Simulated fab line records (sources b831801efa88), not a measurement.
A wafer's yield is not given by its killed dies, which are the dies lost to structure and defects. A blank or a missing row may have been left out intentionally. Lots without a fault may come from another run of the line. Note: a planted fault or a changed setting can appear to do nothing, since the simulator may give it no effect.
A lot that was struck, set against a sound lot / flow sky130 / 23 steps out of a route of 708
Sound: the wafers L186.4, L186.5, L186.6. Struck: wafers L199.1, L199.3, L199.6. The cause is given at the end.
Order at every step that has rows: each side's tool, ch and its chambers, its first start. Under that, the readings that differ: sound wafers / struck wafers / difference of the means / sigmas: that difference in standard deviations of wafers without a fault.
alike: readings with means less than 2 such deviations apart, plus words and numbers identical on both sides. not compared: withheld readings, readings lacking a value on some wafer, bounds such as >300 that could conceal the same value, and numbers that have no deviation in the record and whose values overlap.
The two part at a step that has a row with sigmas, a row that says differs or no value, or rows on one side only. Numbers that have no deviation but don't overlap get no sigmas and don't part them. A reading missing from all wafers of one side parts the sides only when that side holds two or more wafers.

first, 1 step without rows for these wafers: SKY_SONOS_TUNNEL_STRIP_11 (strips in SPM, time 600 s).
SKY_SONOS_TUNNEL_TW_MEAS_12:
  sound: filmMetro-02 at day 11 14:07; struck: filmMetro-02 at day 15 19:57
  alike: SONOS_TUNNEL_TW
then, 2 steps without rows for these wafers: SKY_SONOS_TUNNEL_CLEAN_13 (cleans in dHF, time 20 s); SKY_SONOS_ONO_OXIDATION_00 (stabilise 600 s, purge 300 s, target thk 2.6 nm).
SKY_SONOS_ONO_THK_MEAS_01:
  sound: filmMetro-03 at day 11 16:29; struck: filmMetro-01 at day 16 00:00
  alike: SONOS_ONO_OXIDATION_THK
then, 1 step without rows for these wafers: SKY_SONOS_ONO_CVD_02 (deposits Si3N4 from DCS/NH3, target thk 10.5 nm, time 180 s).
SKY_SONOS_ONO_THK_MEAS_03:
  sound: filmMetro-03 at day 11 17:35; struck: filmMetro-01 at day 16 01:17
reading=SONOS_ONO_CVD_02_THK (nm); sound=10.86 10.60 10.73; struck=10.47 10.48 10.50; difference=-0.25; sigmas=-2
then, 1 step without rows for these wafers: SKY_SONOS_ONO_CVD_04 (deposits SiO2 from SiH4/N2O, target thk 5.7199 nm).
SKY_SONOS_ONO_THK_MEAS_05:
  sound: filmMetro-01 at day 11 18:54; struck: filmMetro-01 at day 16 03:13
  alike: SONOS_ONO_CVD_04_THK
then, 3 steps without rows for these wafers: SKY_SONOS_ONO_DEHYDRATE_06 (time 60 s); SKY_SONOS_ONO_HMDS_07 (prime time 60 s); SKY_SONOS_ONO_COAT_08 (resist thk 1140 nm).
SKY_SONOS_ONO_SOFTBAKE_09: time 60 s.
  sound on lithoTrack-02 ch 0, day 12 06:50; struck on lithoTrack-02 ch 0, day 16 17:16
reading=heaterPowerTotalW (W); sound=56.64 56.53 56.56; struck=60.69 60.56 60.61; difference=+4.04; sigmas=+86
reading=plateTempC (C); sound=89.79 89.85 89.85; struck=94.59 94.46 94.55; difference=+4.70; sigmas=+36
reading=model.NOVOLAK_of_SONOS_ONO_COAT_08.thkNm (nm); sound=1138 1135 1138; struck=1128 1123 1124; difference=-12; sigmas=
then, 3 steps without rows for these wafers: SKY_SONOS_ONO_EXPOSE_10 (exposes mask ONOM, target cd 410 nm); SKY_SONOS_ONO_PEB_11; SKY_SONOS_ONO_DEVELOP_12 (develop time 60 s).
SKY_SONOS_ONO_CD_MEAS_13: the cd target is 410 nm.
  sound: cdSem-01 at day 12 19:44; struck: cdSem-02 at day 17 07:44
reading=cdNm (nm); sound=412.4 413.6 411.7; struck=405.4 405.1 406.1; difference=-7.0; sigmas=-3
SKY_SONOS_ONO_OVL_MEAS_14:
  sound: overlay-01 at day 12 19:48; struck: overlay-02 at day 17 07:51
  alike: SONOS_ONO_OVL
SKY_SONOS_ONO_ETCH_15: etches the open film in CHF3/O2, target depth 19.52 nm, time 7.8 s.
  sound on rieDiel-02 ch 1,2,3, day 12 19:50; struck on rieDiel-04 ch 2,3, day 17 07:53
reading=model.NOVOLAK_of_SONOS_ONO_COAT_08.thkNm (nm); sound=1121 1118 1121; struck=1111 1107 1107; difference=-12; sigmas=
  alike: drypumpMotorCurrentA, oesProductAu, throttleValvePct
  not compared: rfHoursCounterH
then, 1 step without rows for these wafers: SKY_SONOS_ONO_WET_ETCH_16 (etches SiO2 in dHF, target depth 14 nm, time 280 s).
SKY_SONOS_ONO_STRIP_17: strips in O2/N2.
  sound on plasmaAsher-04 ch 0,1, day 12 19:58; struck on plasmaAsher-01 ch 0,1, day 17 08:00
reading=stripTimeToEndpointS (s); sound=14.05 14.02 14.07; struck=13.95 13.89 13.91; difference=-0.13; sigmas=-4
  alike: drypumpMotorCurrentA, oesProductAu
  not compared: rfHoursCounterH
then, 2 steps without rows for these wafers: SKY_SONOS_ONO_WET_ETCH_18 (etches Si3N4 in H3PO4, target depth 15 nm, time 172 s); SKY_PAD_OPEN_PROBE_99.

## WHERE THEY PART
Last at SKY_SONOS_ONO_STRIP_17 as far as this record goes, first at SKY_SONOS_ONO_THK_MEAS_03.

WHY: the cause the simulator had injected
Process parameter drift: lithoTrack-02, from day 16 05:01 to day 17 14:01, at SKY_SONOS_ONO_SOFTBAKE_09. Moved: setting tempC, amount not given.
